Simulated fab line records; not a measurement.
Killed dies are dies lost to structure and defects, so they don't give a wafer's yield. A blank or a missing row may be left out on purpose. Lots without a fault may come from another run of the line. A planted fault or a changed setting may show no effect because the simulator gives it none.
Chamber matching | flow gf180mcu | pecvd-04 running GF_V2_CVD_02: 3 sister chambers
The step deposits SiO2 from TEOS, target thk 850 nm, time 94.851 s. 3 wafers are shown with their chamber, then 9 later ones without.

WAFERS, EACH WITH ITS CHAMBER
wafer  | chamber | heater_power_w (W)
L083.5 | 2       | 733
L089.2 | 1       | 572
L089.3 | 0       | 658

WAFERS WITH NO CHAMBER GIVEN
wafer  | heater_power_w (W)
L089.4 | 464
L089.5 | 657
L089.6 | 520
L092.2 | 622
L092.3 | 652
L092.6 | 649
L095.4 | 579
L095.5 | 619
L095.6 | 685

EACH ONE'S CHAMBER
wafer  | from the rows above          | in truth
L089.4 | can't be placed: 1 or 0      | 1
L089.5 | can't be placed: 0 or 2 or 1 | 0
L089.6 | can't be placed: 1 or 0      | 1
L092.2 | can't be placed: 0 or 1 or 2 | 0
L092.3 | can't be placed: 0 or 1 or 2 | 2
L092.6 | can't be placed: 0 or 1 or 2 | 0
L095.4 | can't be placed: 1 or 0      | 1
L095.5 | can't be placed: 0 or 1 or 2 | 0
L095.6 | can't be placed: 0 or 2 or 1 | 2
0 of 9 placed correctly. From these rows, 9 cannot be placed; in 9 the true chamber is one of the candidates. 0 placed wrongly.
How it was worked out, from the rows above alone: a wafer's distance from a chamber is the root of the sum, over the readings, of the square of ((its reading less the chamber's mean) divided by the reading's scatter). If the next closest chamber is less than 2 further off than the closest, the wafer can't be placed; otherwise it belongs to the closest. For every chamber, the mean is computed from those of its wafers that are shown. The scatter: with one shown wafer a chamber, the root of the mean of the squares of how far each hidden wafer lies from its nearest shown one.
